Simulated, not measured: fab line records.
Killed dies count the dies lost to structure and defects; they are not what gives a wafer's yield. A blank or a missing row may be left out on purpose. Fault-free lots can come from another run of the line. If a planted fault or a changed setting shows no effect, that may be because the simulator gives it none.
Which of the tools did it?    flow gf180mcu    14 lots with 42 wafers sampled at 5 steps, on a route of 602 steps

## WHAT EACH GAUGE READ, for each wafer
GF_STI_THK_MEAS_30. Usual: STI_OXIDATION_02_THK 9.94 nm, standard deviation 0.18.
lot   measured     on             STI_OXIDATION_02_THK (nm)            flag
L239  day 2 06:01  film metro-03  9.86 9.82 9.94                       
L241  day 2 18:47  film metro-01  9.82 9.81 9.94                       
L242  day 3 01:03  film metro-03  9.95 10.03 10.14                     
L243  day 3 02:42  film metro-02  9.86 9.63 9.59                       
L244  day 3 09:24  film metro-02  10.28 10.27 10.28                    
L245  day 3 15:52  film metro-01  10.13 10.16 10.41                    
L246  day 3 18:00  film metro-03  9.92 10.08 10.00                     
L247  day 3 23:22  film metro-03  9.69 9.89 10.05                      
L250  day 4 17:10  film metro-01  9.86 9.63 10.04                      
L252  day 5 01:56  film metro-01  9.37 9.73 9.52                       
L253  day 5 08:10  film metro-01  9.83 9.87 9.72                       
L259  day 6 13:55  film metro-03  15.50 15.45 15.58 15.58 15.48 15.58  OFF
L261  day 7 01:40  film metro-01  15.58 15.62 15.48 15.60 15.59 15.44  OFF
L262  day 7 04:15  film metro-03  10.13 9.78 10.10                     

GF_VT_IMPLANT_TW_MEAS_32. Usual: VT_IMPLANT_3_TW 271.5, standard deviation 1.5.
lot   measured      on             VT_IMPLANT_3_TW    flag
L239  day 6 22:26   film metro-04  272.7 273.4 272.9  
L241  day 7 14:14   film metro-02  268.2 267.6 267.8  
L242  day 7 20:02   film metro-01  271.7 271.5 271.3  
L243  day 8 00:02   film metro-04  271.7 272.4 270.7  
L244  day 8 08:47   film metro-01  271.4 270.3 270.2  
L245  day 8 16:47   film metro-04  270.3 270.9 272.3  
L246  day 8 19:20   film metro-01  271.4 271.6 271.1  
L247  day 9 04:55   film metro-01  269.1 270.6 270.4  
L250  day 10 00:09  film metro-04  272.9 273.7 272.3  
L252  day 10 12:35  film metro-04  272.5 273.0 274.5  
L253  day 10 19:59  film metro-01  271.6 271.0 271.2  
L259  day 12 11:20  film metro-04  271.4 271.0 271.3  
L261  day 13 00:50  film metro-01  271.3 272.4 272.1  
L262  day 13 03:39  film metro-02  271.3 270.4 270.2  

GF_VT_IMPLANT_OVL_MEAS_40. Usual: VT_IMPLANT_03_OVL -0.3 nm, standard deviation 1.5.
lot   measured      on          VT_IMPLANT_03_OVL (nm)  flag
L239  day 7 14:22   overlay-01  1.9 0.8 1.6             
L241  day 8 06:41   overlay-02  -0.2 0.2 -1.8           
L242  day 8 12:19   overlay-02  -0.1 0.7 -0.5           
L243  day 8 16:10   overlay-02  1.4 0.0 0.9             
L244  day 9 01:17   overlay-01  0.4 1.4 1.6             
L245  day 9 09:23   overlay-01  1.8 0.0 -0.4            
L246  day 9 12:05   overlay-02  -1.4 -0.7 -0.8          
L247  day 9 21:48   overlay-02  -3.5 -3.1 -2.2          
L250  day 10 17:25  overlay-01  1.1 -0.3 1.0            
L252  day 11 06:53  overlay-01  -1.9 1.5 0.1            
L253  day 11 15:20  overlay-01  -0.4 -1.2 0.6           
L259  day 13 07:24  overlay-01  -1.7 -1.1 -3.0          
L261  day 13 21:21  overlay-01  -0.6 -1.9 -0.7          
L262  day 13 23:58  overlay-02  -2.2 -1.2 -1.1          

GF_VT_IMPLANT_TW_MEAS_43. Usual: VT_IMPLANT_4_TW 697.4, standard deviation 2.9.
lot   measured      on             VT_IMPLANT_4_TW    flag
L239  day 7 14:38   film metro-04  697.8 703.0 698.1  
L241  day 8 06:59   film metro-04  694.8 698.6 698.6  
L242  day 8 12:36   film metro-01  697.8 698.1 697.5  
L243  day 8 16:26   film metro-04  699.6 702.1 698.2  
L244  day 9 01:35   film metro-04  699.2 697.6 698.1  
L245  day 9 09:41   film metro-04  696.0 695.9 697.6  
L246  day 9 12:23   film metro-04  696.1 695.3 695.5  
L247  day 9 22:06   film metro-04  699.1 696.3 698.3  
L250  day 10 17:42  film metro-01  696.5 696.3 696.8  
L252  day 11 07:11  film metro-02  692.7 691.9 694.2  
L253  day 11 15:38  film metro-01  700.0 701.4 699.8  
L259  day 13 07:41  film metro-01  699.5 698.5 697.3  
L261  day 13 21:38  film metro-02  697.6 697.8 697.0  
L262  day 14 00:15  film metro-01  693.8 697.8 699.0  

## WHICH TOOL RAN EACH LOT (tool, then ch and the chambers of the sampled wafers, then the start)
lot   GF_STI_OXIDATION_29
L239  furnace-02 ch 0, day 2 04:38
L241  furnace-01 ch 0, day 2 17:23
L242  furnace-02 ch 0, day 2 23:38
L243  furnace-01 ch 0, day 3 01:18
L244  furnace-02 ch 0, day 3 08:00
L245  furnace-01 ch 0, day 3 14:28
L246  furnace-02 ch 0, day 3 16:36
L247  furnace-01 ch 0, day 3 21:57
L250  furnace-01 ch 0, day 4 15:46
L252  furnace-02 ch 0, day 5 00:32
L253  furnace-02 ch 0, day 5 06:46
L259  furnace-01 ch 0, day 6 12:31
L261  furnace-01 ch 0, day 7 00:15
L262  furnace-02 ch 0, day 7 02:50
- GF_STI_OXIDATION_29: stabilise 600 s, purge 300 s, target thk 10 nm.

## WHAT THE TOOLS THEMSELVES READ (means of the sampled wafers that have a number; where no wafer has one, the mark that the record gives instead)
GF_STI_OXIDATION_29. Usual: ox temp c max 903.4, standard deviation 0.69; spike tc upper C 900.8 C, standard deviation 1.1.
lot   tool        ox temp c max  spike tc upper C (C)  flag
L239  furnace-02  903.5          900.1                 
L241  furnace-01  904.0          901.1                 
L242  furnace-02  903.5          900.2                 
L243  furnace-01  902.5          900.9                 
L244  furnace-02  902.7          900.4                 
L245  furnace-01  903.1          900.5                 
L246  furnace-02  902.8          900.3                 
L247  furnace-01  903.6          900.7                 
L250  furnace-01  904.1          901.0                 
L252  furnace-02  903.2          899.6                 
L253  furnace-02  903.4          900.3                 
L259  furnace-01  903.7          901.4                 
L261  furnace-01  903.7          901.1                 
L262  furnace-02  903.4          899.1                 

## THE ANSWER, worked out from the rows above alone
Rule: a lot counts as off when the mean over its wafers that have a number is more than 3 standard deviations away from the usual mean. A lot without any number at a reading at which 4 lots or more have one is off too. Where the step has rows for the other lots, those lots are counted as sound. After the gauges, taken in route order, come the tools' own readings; for these a lot's mean is taken, as printed above. At the first step where some lot is off, the reading lying furthest off is the one used; lots without a number count as furthest.
Off: L259, L261, seen at GF_STI_THK_MEAS_30 (STI_OXIDATION_02_THK).
A tool fits if, at a process step before that reading, it ran every lot that is off, and no sound lot after the first of them. Those tools and the gauges at GF_STI_THK_MEAS_30 are tried in the same way. One candidate fits, namely furnace-01 at GF_STI_OXIDATION_29. Its last sound lot is L250 (day 4 15:46), its first lot that is off L259 (day 6 12:31): a fault that began between those two fits.

## WHAT HAD BEEN PUT IN BY THE SIMULATOR
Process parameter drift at GF_STI_OXIDATION_29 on furnace-01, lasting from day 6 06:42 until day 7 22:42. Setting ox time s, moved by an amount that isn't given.
Lots struck among those shown: L259, L261. The rule given above showed the same thing.
